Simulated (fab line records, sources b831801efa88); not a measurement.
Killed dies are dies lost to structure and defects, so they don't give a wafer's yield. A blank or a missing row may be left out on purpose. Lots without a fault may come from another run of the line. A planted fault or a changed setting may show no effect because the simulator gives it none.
One fault seen from 2 desks | flow sky130 | each desk has only its own numbers; what lay behind them comes last

THE TOOL OWNER'S DESK: implanter-03
The tool's own readings at SKY_RES_XHIGH_IMPLANT_07: means of the sampled wafers that have a number, for each lot that ran on this tool. A lot is out of limits, marked OUT, if its mean lies more than 4 standard deviations from the usual mean; the brackets give that distance.
Columns: A = beam_energy_keV at SKY_RES_XHIGH_IMPLANT_07, usual 20.001; B = beam_on_s at SKY_RES_XHIGH_IMPLANT_07, usual 40.4 s; C = dose_ions_cm2 at SKY_RES_XHIGH_IMPLANT_07, usual 3.6e+14
lot  | first seen here | A      | B               | C
L367 | day 26 21:10    | 20.000 | 38.7            | 3.6e+14
L368 | day 27 08:14    | 20.004 | 38.4            | 3.6e+14
L370 | day 28 06:40    | 19.997 | 38.6            | 3.6e+14
L371 | day 28 14:18    | 20.000 | 39.0            | 3.6e+14
L372 | day 29 02:12    | 20.010 | 38.2            | 3.6e+14
L375 | day 29 21:08    | 20.006 | 38.5            | 3.6e+14
L382 | day 32 01:56    | 20.002 | 24.3 (-6.2) OUT | 2.3e+14 (-99 or more) OUT
L384 | day 32 20:55    | 20.001 | 24.0 (-6.3) OUT | 2.3e+14 (-99 or more) OUT
This desk's finding: out of limits on L382, L384; first on L382, day 32 01:56 (beam_on_s at SKY_RES_XHIGH_IMPLANT_07). In limits: L367, L368, L370, L371, L372, L375.

THE METROLOGY DESK
What the gauges read, lot by lot, whatever tool the lot ran on: means of the sampled wafers that have a number. A lot is out of limits, marked OUT, if its mean lies more than 4 standard deviations from the usual mean; the brackets give that distance.
Columns: A = RES_XHIGH_TW at SKY_RES_XHIGH_TW_MEAS_09, usual 1629; B = RES_XHIGH_RS at SKY_SD_N_RS_MEAS_18, usual 332.9 ohm/sq
lot  | first seen here | A              | B
L366 | day 26 08:09    | 1623           | 330.4
L367 | day 26 21:25    | 1625           | 331.2
L368 | day 27 08:29    | 1616           | 334.1
L369 | day 27 19:23    | 1644           | 332.7
L370 | day 28 06:53    | 1637           | 334.5
L371 | day 28 14:32    | 1639           | 334.2
L372 | day 29 02:26    | 1620           | 333.5
L373 | day 29 11:05    | 1619           | 334.1
L375 | day 29 21:23    | 1623           | 331.7
L376 | day 30 05:46    | 1626           | 332.4
L377 | day 30 13:59    | 1624           | 331.8
L382 | day 32 02:10    | 1410 (-20) OUT | 485.9 (+99 or more) OUT
L384 | day 32 21:09    | 1428 (-18) OUT | 484.3 (+99 or more) OUT
L389 | day 34 09:27    | 1618           | 334.2
This desk's finding: out of limits on L382, L384; first on L382, day 32 02:10 (RES_XHIGH_TW at SKY_RES_XHIGH_TW_MEAS_09). In limits: L366, L367, L368, L369, L370, L371, L372, L373, L375, L376, L377, L389.

PUT TOGETHER
The tool owner's desk could have raised an alarm at day 32 01:56, on L382, L384.
The metrology desk could have raised an alarm at day 32 02:10, on L382, L384.
Of the lots named, all ran SKY_RES_XHIGH_IMPLANT_07 on implanter-03.

WHAT THE SIMULATOR HAD PUT IN
Process parameter drift: implanter-03, from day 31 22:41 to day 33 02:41, at SKY_RES_XHIGH_IMPLANT_07. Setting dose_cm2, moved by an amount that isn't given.
Lots struck among those shown: L382, L384.
Hours from the fault's start to each desk's first reading out of limits: the tool owner's desk, 3; the metrology desk, 3.
